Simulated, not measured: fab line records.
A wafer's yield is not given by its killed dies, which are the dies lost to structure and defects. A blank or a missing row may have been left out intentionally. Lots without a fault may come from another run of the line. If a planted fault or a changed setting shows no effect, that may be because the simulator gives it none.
Problem report in the 8D (eight disciplines) form, filled by code / flow sky130 / the parts of the form that need people (team, actions taken, sign-off) are left out

## 1. WHAT WENT WRONG
SKY_LOCAL_INTERCONNECT_STRIP_15, strip-time-to-endpoint-s: mean 4.353 s on 2 wafers (1 lot); fault-free wafers 4.727 s, standard deviation 0.019. That puts it -20 standard deviations away from the usual mean.
The step: strips in O2/N2.
The first sign was on wafer L447.1 at day 36 14:44, on plasma-asher-03. Wafers with a number at this step in the record: 39, from 13 lots. Rule for "out", or "out of limits": more than 4 standard deviations from the usual mean. All remaining wafers that have a number are taken as sound.

## 2. WHAT IT IS AND WHAT IT IS NOT
question=which readings at this step | is=strip-time-to-endpoint-s | is not=drypump-motor-current-A
question=which lots | is=L447 | is not=L428, L429, L430, L431, L432, L433, L434, L436, L437, L442, L449, L451
question=which wafers of those lots | is=L447.1, L447.4 | is not=L447.3
question=read on which tools | is=plasma-asher-03 | is not=plasma-asher-01, plasma-asher-04
question=when | is=from day 36 14:44 | is not=up to then (31 sound wafers); but 6 sound wafers of L449, L451 came after

## 3. THE SUSPECTS, EACH WITH WHAT RULES IT OUT
Counting: if a tool at a process step up to the reading ran every lot that is out, it stays a suspect. Sound lots after the first of them don't rule it out here, since some wafers of a struck lot are sound.
- cmp-01 at SKY_LI_CONTACT_CMP_02 (polishes PSG): kept. L447, the lot that is out, went through it at day 34 08:44; up to then, the latest sound lot through it was L437 at day 31 01:42.
- litho-track-04 at SKY_LOCAL_INTERCONNECT_COAT_06 (resist thk 450 nm): kept. L447, the lot that is out, went through it at day 36 02:00; up to then, the latest sound lot through it was L437 at day 32 18:00.
- plasma-asher-03 at SKY_LOCAL_INTERCONNECT_STRIP_15 (strips in O2/N2): kept. L447, the lot that is out, went through it at day 36 14:44; up to then, the latest sound lot through it was L434 at day 32 06:44. On those wafers its own readings are out: strip-time-to-endpoint-s.
- Within cmp-01 at SKY_LI_CONTACT_CMP_02: the wafers that are out ran in chambers 0, 1; their sound lot-mates ran in chamber 3.
After the count, these remain: cmp-01 at SKY_LI_CONTACT_CMP_02, litho-track-04 at SKY_LOCAL_INTERCONNECT_COAT_06 and plasma-asher-03 at SKY_LOCAL_INTERCONNECT_STRIP_15.

## 4. THE CAUSE (what the simulator had put in)
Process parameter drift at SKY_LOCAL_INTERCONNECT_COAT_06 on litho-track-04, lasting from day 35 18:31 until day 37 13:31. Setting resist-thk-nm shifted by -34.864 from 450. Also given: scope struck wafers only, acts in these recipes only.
3 suspects survive the count, and this tool is in that group.

## 5. SEQUENCE OF EFFECTS, ordered by route
Each row: a reading whose mean over the struck wafers that have a number lies more than 3 standard deviations from the usual. Only readings for which the record gives a usual standard deviation are gone through. hours: the time from each lot's start at the first step in this table that gives one to its start at this step, as a median over the lots. sigmas: the change in usual standard deviations.
hours=0; step=SKY_LOCAL_INTERCONNECT_STRIP_15; reading=oes-product-au; usual=0.427 a.u.; on struck wafers=0.409; change=-0.018; sigmas=-3.8
hours=0; step=SKY_LOCAL_INTERCONNECT_STRIP_15; reading=strip-time-to-endpoint-s; usual=4.727 s; on struck wafers=4.353; change=-0.374; sigmas=-20
Its process steps:
- SKY_LOCAL_INTERCONNECT_STRIP_15: strips in O2/N2.

## 6. HOW IT WOULD HAVE BEEN CAUGHT EARLIER
20 hours passed between the start of the fault at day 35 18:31 and the first reading out of limits in this record, taken at day 36 14:44.
All the lots that are out (1) had begun SKY_LOCAL_INTERCONNECT_COAT_06 on litho-track-04 by day 36 14:44. Holding the tool at that point would not have protected any of them.
